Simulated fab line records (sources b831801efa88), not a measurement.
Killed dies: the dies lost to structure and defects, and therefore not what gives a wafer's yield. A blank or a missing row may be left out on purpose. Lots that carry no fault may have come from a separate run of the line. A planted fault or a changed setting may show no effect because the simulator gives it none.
2 desks looking at one fault || flow gf180mcu || every desk sees just its own numbers, and what lay behind them comes last

== THE TOOL OWNER'S DESK: implanter-04 ==
GF_VT_IMPLANT_IMPLANT_19, tool's own readings: per-lot mean of the sampled wafers with a number, covering each lot this tool ran. If a lot's mean is further than 4 standard deviations from the usual mean, the lot is out of limits and carries the mark OUT (the distance appears in the brackets).
Columns: A = beam energy keV at GF_VT_IMPLANT_IMPLANT_19, usual 99.999
{"lot": "L957", "first seen here": "day 7 09:41", "A": 100.002}
{"lot": "L958", "first seen here": "day 7 16:21", "A": 100.000}
{"lot": "L959", "first seen here": "day 7 23:57", "A": 100.028}
{"lot": "L961", "first seen here": "day 8 12:26", "A": 100.005}
{"lot": "L972", "first seen here": "day 11 17:18", "A": "77.387 (-99 or more) OUT"}
{"lot": "L973", "first seen here": "day 11 19:05", "A": "77.470 (-99 or more) OUT"}
This desk's finding: out of limits on L972, L973; first on L972, day 11 17:18 (beam energy keV at GF_VT_IMPLANT_IMPLANT_19). Within limits: L957, L958, L959, L961.

== FROM THE METROLOGY DESK ==
What the gauges read for every lot (on any tool): the sampled wafers with a number, averaged. If a lot's mean is further than 4 standard deviations from the usual mean, the lot is out of limits and carries the mark OUT (the distance appears in the brackets).
Columns: A = VT_IMPLANT_2_TW at GF_VT_IMPLANT_TW_MEAS_21, usual 1209; B = V1_W_THK at GF_V1_THK_MEAS_25, usual 351 nm; C = M2_ALCU_RS at GF_M2_RS_MEAS_05, usual 0.0700 ohm/sq
{"lot": "L955", "first seen here": "day 6 18:46", "A": 1212, "B": 347, "C": 0.0702}
{"lot": "L957", "first seen here": "day 7 09:56", "A": 1212, "B": 350, "C": 0.0705}
{"lot": "L958", "first seen here": "day 7 16:36", "A": 1201, "B": 351, "C": 0.0698}
{"lot": "L959", "first seen here": "day 8 00:12", "A": 1202, "B": 353, "C": 0.0688}
{"lot": "L960", "first seen here": "day 8 04:43", "A": 1205, "B": 348, "C": 0.0695}
{"lot": "L961", "first seen here": "day 8 12:40", "A": 1202, "B": 339, "C": 0.0715}
{"lot": "L963", "first seen here": "day 9 01:34", "A": 1212, "B": 349, "C": 0.0709}
{"lot": "L965", "first seen here": "day 9 17:01", "A": 1203, "B": 345, "C": 0.0698}
{"lot": "L972", "first seen here": "day 11 17:33", "A": "1127 (-12) OUT", "B": 359, "C": 0.0696}
{"lot": "L973", "first seen here": "day 11 19:17", "A": "1128 (-12) OUT", "B": 353, "C": 0.0707}
{"lot": "L975", "first seen here": "day 12 07:46", "A": 1213, "B": 344, "C": 0.0699}
{"lot": "L976", "first seen here": "day 12 15:06", "A": 1199, "B": 352, "C": 0.0705}
{"lot": "L978", "first seen here": "day 13 02:43", "A": 1211, "B": 343, "C": 0.0700}
Finding of this desk: L972, L973 out of limits, first seen on L972 at day 11 17:33 (VT_IMPLANT_2_TW at GF_VT_IMPLANT_TW_MEAS_21). Within limits: L955, L957, L958, L959, L960, L961, L963, L965, L975, L976, L978.

== ALL TOGETHER ==
At day 11 17:18, on L972, L973, the tool owner's desk was in a position to raise an alarm.
An alarm was possible from the metrology desk at day 11 17:33, on L972, L973.
Of the lots named, all ran GF_VT_IMPLANT_IMPLANT_19 on implanter-04.

== WHAT WAS PUT IN BY THE SIMULATOR ==
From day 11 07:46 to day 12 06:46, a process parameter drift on implanter-04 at GF_VT_IMPLANT_IMPLANT_19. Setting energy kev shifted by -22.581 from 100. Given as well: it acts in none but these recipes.
Lots struck among those shown: L972, L973.
Hours from the fault's start to each desk's first reading out of limits: the tool owner's desk, 10; the metrology desk, 10.
